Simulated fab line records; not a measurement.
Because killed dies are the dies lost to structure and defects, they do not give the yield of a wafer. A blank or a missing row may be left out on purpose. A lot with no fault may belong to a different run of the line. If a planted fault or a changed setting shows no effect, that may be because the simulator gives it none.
Struck lot and sound lot, side by side ; flow sky130 ; 41 out of 708 route steps
Sound: the wafers L962.4, L962.5, L962.6. The struck wafers were L948.1, L948.5, L948.6. The cause comes at the end.
At each step with rows: each side's tool, then ch and its chambers, then its first start. Under that, the readings that differ: sound wafers ; struck wafers ; difference of the means ; sigmas: that difference in standard deviations of wafers without a fault.
alike: a reading whose means differ by less than 2 such deviations, as well as words and numbers matching on both sides. not compared: withheld readings; readings where some wafer has no value; bounds like >300 that might hide an equal value; numbers whose values overlap and for which the record gives no deviation.
The two part at a step that has a row with sigmas, a row that says differs or no value, or rows on one side only. When numbers do not overlap yet have no deviation, they are printed without sigmas and do not part them. A reading that every wafer of one side lacks parts them only if that side has two wafers or more.

first, 8 steps without rows for these wafers: SKY_POLY_GATE_ETCH_15 (etches BARC in N2/H2, stops on SiO2, time 118.5 s, target depth 110 nm); SKY_POLY_GATE_ETCH_16 (etches Si3N4 in CH3F/O2, stops on poly-Si, time 147.5 s, target depth 75 nm); SKY_POLY_GATE_ETCH_17 (etches poly-Si in HBr/Cl2, stops on SiO2, target depth 180 nm, time 70.5 s); SKY_POLY_GATE_STRIP_18 (strips in O2/N2); SKY_POLY_GATE_CLEAN_19 (cleans in SC1/SC2, time 150 s); SKY_POLY_GATE_OXIDATION_20 (stabilise 600 s, purge 300 s, target thk 4 nm); SKY_LDD_N_DEHYDRATE_00 (time 60 s); SKY_LDD_N_HMDS_01 (prime time 60 s).
SKY_LDD_N_COAT_02: resist thk 300 nm.
  sound on litho-track-03 ch 0, day 24 20:11; struck on litho-track-03, day 20 14:01
  no value came back on the struck wafers for chill-plate-temp-C (C), dispense-pressure-kPa (kPa); on the sound wafers chill-plate-temp-C (C) reads 22.97 23.08 23.10
then, 4 steps without rows for these wafers: SKY_LDD_N_SOFTBAKE_03 (time 60 s); SKY_LDD_N_EXPOSE_04 (exposes mask NTM, target cd 840 nm); SKY_LDD_N_PEB_05; SKY_LDD_N_DEVELOP_06 (develop time 60 s).
SKY_LDD_N_OVL_MEAS_07:
  sound on overlay-01 at day 25 11:35; struck on overlay-02 at day 21 04:25
reading;sound;struck;difference;sigmas
LDD_N_OVL (nm);0.2 -3.2 -1.0;- - -;no value on the struck wafers;
then, 18 steps without rows for these wafers: SKY_LDD_N_IMPLANT_08; SKY_LDD_N_IMPLANT_09; SKY_LDD_N_IMPLANT_10; SKY_LDD_N_IMPLANT_11; SKY_LDD_N_IMPLANT_12; SKY_LDD_N_IMPLANT_13; SKY_LDD_N_IMPLANT_14; SKY_LDD_N_IMPLANT_15; SKY_LDD_N_STRIP_16 (strips in O2/N2); SKY_LDD_P_DEHYDRATE_00 (time 60 s); SKY_LDD_P_HMDS_01 (prime time 60 s); SKY_LDD_P_COAT_02 (resist thk 1140 nm); SKY_LDD_P_SOFTBAKE_03 (time 60 s); SKY_LDD_P_EXPOSE_04 (exposes mask PSDM, target cd 380 nm); SKY_LDD_P_PEB_05; SKY_LDD_P_DEVELOP_06 (develop time 60 s); SKY_LDD_P_IMPLANT_09; SKY_LDD_P_STRIP_10 (strips in O2/N2).
SKY_LDD_P_TW_MEAS_11:
  sound on film-metro-04 at day 26 17:24; struck on film-metro-04 at day 22 12:05
reading;sound;struck;difference;sigmas
LDD_P_TW;633 625 629;2558 2570 2558;+1933;+99 or more
then, 2 steps without rows for these wafers: SKY_LDD_HVN_DEHYDRATE_00 (time 60 s); SKY_LDD_HVN_HMDS_01 (prime time 60 s).
SKY_LDD_HVN_TW_MEAS_10:
  sound on film-metro-02 at day 27 22:17; struck on film-metro-01 at day 23 18:06
reading;sound;struck;difference;sigmas
LDD_HVN_TW;1467 1472 1478;2676 2661 2672;+1197;+46
SKY_LDD_HVP_TW_MEAS_10:
  sound on film-metro-01 at day 29 02:15; struck on film-metro-02 at day 25 00:12
reading;sound;struck;difference;sigmas
LDD_HVP_TW;454 452 454;2664 2675 2662;+2214;+99 or more
SKY_LDD_LDN_TW_MEAS_13:
  sound on film-metro-03 at day 30 05:38; struck on film-metro-04 at day 26 06:27
reading;sound;struck;difference;sigmas
LDD_LDN_TW;1460 1452 1446;2608 2606 2592;+1149;+99 or more
-- record jumps: 2 days separate the struck wafers' starts on either side; left off in module LDD_LDN, taken up again in module SD_P, whose first shown step is the route's number 331 --
SKY_SD_P_TW_MEAS_11:
  sound on film-metro-03 at day 32 13:42; struck on film-metro-01 at day 28 17:37
reading;sound;struck;difference;sigmas
SD_P_TW;2784 2778 2783;3011 3005 3006;+226;+4
SKY_RES_XHIGH_TW_MEAS_09:
  sound on film-metro-02 at day 33 16:50; struck on film-metro-01 at day 29 21:13
reading;sound;struck;difference;sigmas
RES_XHIGH_TW;1686 1679 1688;2649 2644 2634;+958;+29
-- record jumps: 18 days separate the struck wafers' starts on either side; left off in module RES_XHIGH, taken up again in module PAD_OPEN, whose first shown step is the route's number 708 --
SKY_PAD_OPEN_PROBE_99:
  sound on prober-02 at day 50 14:55; struck on prober-02 at day 47 20:31
reading;sound;struck;difference;sigmas
killed-at-front-end;17 22 11;425 433 418;+409;+99 or more
killed-dies;88 101 86;492 492 492;+400;+44
killed-on-rim;18 21 17;96 96 96;+77;+22
  alike: killed_at_M0_to_M3, killed_at_M4_up, killed-at-contacts, killed-at-other, killed-open, killed-short

## WHERE THEY PART
At SKY_LDD_N_COAT_02 first; at SKY_PAD_OPEN_PROBE_99 last (within this record only).

WHY: whatever the simulator had introduced
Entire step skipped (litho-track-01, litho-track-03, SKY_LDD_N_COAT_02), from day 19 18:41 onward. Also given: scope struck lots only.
